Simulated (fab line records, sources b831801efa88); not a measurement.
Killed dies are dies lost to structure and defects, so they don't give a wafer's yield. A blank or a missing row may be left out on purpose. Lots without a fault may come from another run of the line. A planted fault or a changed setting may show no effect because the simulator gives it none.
A struck lot beside a sound one | flow sky130 | 16 steps out of a route of 708
Sound: wafers L688.2, L688.5, L688.6. Struck: wafer L686.1. (L686.2 of the same lot was not struck and is left out.) The cause comes at the end.
At each step with rows: each side's tool, then ch and its chambers, then its first start. Under that, the readings that differ: sound wafers | struck wafers | difference of the means | sigmas: that difference in standard deviations of wafers without a fault.
alike: readings whose means differ by less than 2 such deviations, and words and numbers that are the same on both sides. not compared: withheld readings, readings that some wafer has no value for, bounds like >300 that may hide the same value, and numbers for which the record gives no deviation and whose values overlap.
The two part at a step that has a row with sigmas, a row that says differs or no value, or rows on one side only. Numbers that don't overlap but have no deviation are shown without sigmas and don't part them. A reading that every wafer of one side lacks parts them only if that side has two wafers or more.

SKY_SD_N_OVL_MEAS_08:
  sound on overlay-01, day 35 09:37; struck on overlay-01, day 34 17:49
  alike: SD_N_OVL
then, 2 steps without rows for these wafers: SKY_SD_N_IMPLANT_09; SKY_SD_N_IMPLANT_10.
SKY_SD_N_STRIP_11: strips in O2/N2.
  sound on plasma_asher-03 ch 0,1, day 35 09:57; struck on plasma_asher-01 ch 1, day 34 18:09
  alike: drypump_motor_current_A, n2_flow_sccm, oes_product_au, strip_time_to_endpoint_s
  not compared: rf_hours_counter_h
SKY_SD_N_TW_MEAS_12:
  sound on film_metro-03, day 35 10:04; struck on film_metro-03, day 34 18:15
  alike: SD_N_TW
then, 1 step without rows for these wafers: SKY_SD_N_CLEAN_13 (cleans in SC1/SC2, time 150 s).
SKY_SD_N_RTA_14: time 2 s.
  sound on rtp_anneal-01 ch 0, day 35 10:10; struck on rtp_anneal-01 ch 0, day 34 18:22
  alike: lamp_power_pct, ramp_down_c_per_s, wafer_temp_C_max
SKY_SD_N_RS_MEAS_16: measures by four-point-probe.
  sound on film_metro-03, day 35 10:22; struck on film_metro-02, day 34 18:32
  alike: SD_N_RS
SKY_SD_N_RS_MEAS_17: measures by four-point-probe.
  sound on film_metro-03, day 35 10:29; struck on film_metro-02, day 34 18:40
  alike: SD_P_RS
SKY_SD_N_RS_MEAS_18: measures by four-point-probe.
  sound on film_metro-03, day 35 10:36; struck on film_metro-02, day 34 18:47
  alike: RES_XHIGH_RS
then, 1 step without rows for these wafers: SKY_SALICIDE_CLEAN_00 (cleans in HF-last, time 30 s).
SKY_LI_CONTACT_HDPCVD_00: deposits PSG, target thk 930 nm, time 155 s.
  sound on hdpcvd-01 ch 0,2, day 35 10:43; struck on hdpcvd-02 ch 2, day 34 18:55
  reading                                       | sound             | struck | difference | sigmas
  run_length_s (s)                              | 183.0 183.8 182.6 | 205.9  | +22.8      | +53
  model.PSG_of_LI_CONTACT_HDPCVD_00.thk_nm (nm) | 925.1 925.7 933.8 | 1054   | +126       |
SKY_LI_CONTACT_THK_MEAS_01:
  sound on film_metro-01, day 35 10:50; struck on film_metro-01, day 34 19:01
  reading                    | sound       | struck | difference | sigmas
  LI_CONTACT_HDPCVD_THK (nm) | 925 926 933 | 1054   | +126       | +13
SKY_LI_CONTACT_CMP_02: polishes PSG.
  sound on cmp-01 ch 0,1,2, day 35 11:02; struck on cmp-01 ch 0, day 34 19:11
  reading                | sound          | struck | difference | sigmas
  time_to_endpoint_s (s) | 33.4 32.2 33.6 | 45.4   | +12.3      | +5
  alike: edge_zone_pressure_frac, motor_current_A, slurry_flow_ml_min
SKY_LI_CONTACT_BOW_MEAS_03:
  sound on film_metro-01, day 35 11:12; struck on film_metro-03, day 34 19:23
  alike: LI_CONTACT_BOW
then, 1 step without rows for these wafers: SKY_PAD_OPEN_PROBE_99.

WHERE THEY PART
First at SKY_LI_CONTACT_HDPCVD_00; last, within this record, at SKY_LI_CONTACT_CMP_02. Later steps at which nothing parts them and some readings are alike: SKY_LI_CONTACT_BOW_MEAS_03.

WHY: what the simulator had put in
Process parameter drift: hdpcvd-02, from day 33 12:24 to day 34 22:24, at SKY_LI_CONTACT_HDPCVD_00. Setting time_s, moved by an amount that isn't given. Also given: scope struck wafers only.
